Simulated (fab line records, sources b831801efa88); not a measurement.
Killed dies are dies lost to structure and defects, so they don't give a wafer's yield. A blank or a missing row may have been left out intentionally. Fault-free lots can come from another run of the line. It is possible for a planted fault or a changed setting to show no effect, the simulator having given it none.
Code-filled problem report in 8D (eight disciplines) form | flow sky130 | the parts of the form that need people (team, actions taken, sign-off) are left out

== 1. PROBLEM STATEMENT ==
Wafers free of any fault read 5283 ohm/sq (standard deviation 17) for PWDE_RS at SKY_NWELL_RS_MEAS_31, against a mean of 5542 ohm/sq on 6 wafers of 2 lots. That puts it +15 standard deviations away from the usual mean.
The step: measures by four-point-probe.
Seen first at day 8 13:19 on film-metro-03, wafer L289.2. Wafers with a number at this step in the record: 33, from 11 lots. The rule behind "out" and "out of limits": a value lying over 4 standard deviations away from the usual mean. All remaining wafers that have a number are taken as sound.

== 2. WHAT IT IS, AND WHAT IT ISN'T ==
question                    | is                           | is not
which readings at this step | PWDE_RS                      | -
which lots                  | L289, L291                   | L278, L280, L282, L283, L286, L292, L293, L295, L296
which wafers of those lots  | all that have a number       | -
read on which gauges        | film-metro-03, film-metro-04 | film-metro-02
when                        | from day 8 13:19             | up to then (15 sound wafers); but 12 sound wafers of L292, L293, L295, L296 came after

== 3. SUSPECTS, AND WHAT RULES EACH OUT ==
Counting: a tool stays on the suspect list if, at a process step up to the reading, it processed all lots that are out and no sound lot following the first of them.
- the gauge at SKY_NWELL_RS_MEAS_31 is ruled out. Those wafers that are out were read across 2 gauges (film-metro-03, film-metro-04).
- implanter-02 at SKY_PWDE_IMPLANT_08: kept. All lots that are out passed through it, beginning with L289 at day 6 21:40, and no sound lot followed; its final sound lot before that point was L282 at day 5 01:13. On those wafers its own readings are out: dose-ions-cm2.
Remaining after the count: implanter-02 at SKY_PWDE_IMPLANT_08.

== 4. THE CAUSE (what the simulator had put in) ==
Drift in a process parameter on implanter-02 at SKY_PWDE_IMPLANT_08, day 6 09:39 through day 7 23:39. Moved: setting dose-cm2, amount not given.
This tool alone remained once counting was done.

== 5. THE EFFECT CHAIN, in route order ==
Rows list readings where the struck wafers' mean (over those with a number) sits beyond 3 standard deviations from the usual. Scope: only readings with a usual standard deviation given in the record; hours: median across lots of the time from each lot's start at the first step in this table that gives one to its start at this step; sigmas: change in usual standard deviations.
hours | step                 | reading            | usual       | on struck wafers | change   | sigmas
0     | SKY_PWDE_IMPLANT_08  | dose-ions-cm2      | 3.6e+12     | 3.4e+12          | -2.2e+11 | -50
0     | SKY_PWDE_IMPLANT_08  | faraday-current-uA | 20.2        | 18.9             | -1.3     | -3.1
40    | SKY_NWELL_RS_MEAS_31 | PWDE_RS            | 5283 ohm/sq | 5542             | +258     | +15
The process steps in it:
- SKY_PWDE_IMPLANT_08
Later measuring or inspecting steps at which every struck wafer that the step has a row for has a number for every such reading, and none has moved that far: SKY_LI_CONTACT_CD_MEAS_12.

== 6. HOW IT WOULD HAVE BEEN CAUGHT EARLIER ==
In this record the first reading out of limits at a measuring or inspecting step was taken at day 8 13:19, 52 hours after the fault began at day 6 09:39.
At SKY_PWDE_IMPLANT_08, the tool's own readings (dose-ions-cm2) were out on each struck wafer the step has a row for, so an alarm limit on them would have fired on the first such wafer.
The start of SKY_PWDE_IMPLANT_08 on implanter-02 came by day 8 13:19 for every one of the lots that are out (2). None of them would have been spared by holding the tool at that moment.
